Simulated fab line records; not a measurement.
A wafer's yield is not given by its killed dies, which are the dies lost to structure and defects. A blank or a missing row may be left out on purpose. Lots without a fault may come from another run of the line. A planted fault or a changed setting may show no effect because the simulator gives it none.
Split-lot trial ; flow sky130 ; 27 wafers read from 5 lots, route of 708 steps

ABOUT THE SPLIT
At SKY_LDD_P_DEVELOP_06 (develop time 60 s), the setting develop_time_s was moved away from the recipe's 60 s on 9 of the 27 wafers read, by -31.3% to +56.5%. For the rest of the wafers, this setting stayed at what the recipe calls for.

Split to reading: the file shows no intervening step.

THE READING
Shown in nm: cd_nm at SKY_LDD_P_CD_MEAS_07, with target cd 380 nm. Typical for fault-free wafers on this fab line: 381 nm, with standard deviation 3.6 nm.

wafer;tool, chamber at the split;develop_time_s as run, s;against the recipe;cd_nm, nm;against lot-mates on the recipe
L074.1;litho_track-02, 0;60;recipe;377;-
L074.2;litho_track-02, 0;60;recipe;378;-
L074.3;litho_track-02, 0;60;recipe;376;-
L074.4;litho_track-02, 0;60;recipe;376;-
L074.5;litho_track-02, 0;60;recipe;377;-
L074.6;litho_track-02, 0;60;recipe;378;-
L076.3;litho_track-01, 0;60;recipe;390;-
L076.4;litho_track-01, 0;60;recipe;390;-
L076.5;litho_track-01, 0;60;recipe;392;-
L081.1;litho_track-01, 0;41.24;-31.3%;342;-40
L081.2;litho_track-01, 0;60;recipe;381;-
L081.3;litho_track-01, 0;60;recipe;381;-
L081.4;litho_track-01, 0;60;recipe;383;-
L081.5;litho_track-01, 0;41.24;-31.3%;344;-38
L081.6;litho_track-01, 0;41.24;-31.3%;343;-39
L082.1;litho_track-02, 0;60;recipe;378;-
L082.2;litho_track-02, 0;45.38;-24.4%;354;-25
L082.3;litho_track-02, 0;60;recipe;379;-
L082.4;litho_track-02, 0;60;recipe;379;-
L082.5;litho_track-02, 0;45.38;-24.4%;352;-27
L082.6;litho_track-02, 0;45.38;-24.4%;352;-27
L084.1;litho_track-01, 0;60;recipe;381;-
L084.2;litho_track-01, 0;60;recipe;379;-
L084.3;litho_track-01, 0;93.92;+56.5%;420;+40
L084.4;litho_track-01, 0;93.92;+56.5%;423;+43
L084.5;litho_track-01, 0;93.92;+56.5%;424;+44
L084.6;litho_track-01, 0;60;recipe;379;-

FIT RESULTS
A straight line over all 27 wafers: cd_nm changes by +0.885 nm for each +1% of develop_time_s; r = +0.96; the points scatter about the line by 5.9 nm.
The same after taking each lot's own level away (the mean of its wafers on the recipe; 27 wafers): +0.893 nm for each +1%; r = +0.98; scatter 4.2 nm.
That fit puts the effect of the largest move of develop_time_s on the reading at 50 nm.
From 377.0 to 390.7 nm: that is the span of the lots' own levels, equal to 3.8 times the standard deviation above.
The two slopes agree, so the slope changes little with the lot-to-lot level.
Check: +50.6 nm against its lot-mates is what the line predicts for one of the wafers moved furthest among these (+56.5%) when that wafer is left out of the fit. It came out at +40.3 nm against them.

THE OTHER SPLITS THESE WAFERS WENT THROUGH
These wafers also went through other splits before the reading. Each is held against what the fit with the lots' levels taken away leaves over:
other split on the same wafers;wafers away from the commonest value;r with cd_nm (lot level and that fit taken away)
SKY_SONOS_ONO_ETCH_15 time_s;6;+0.03
SKY_POLY_GATE_DEVELOP_12 develop_time_s;9;-0.28

THE FILE'S OWN FIT
cd_nm changes by +0.891 nm for each +1% of develop_time_s, r = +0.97.
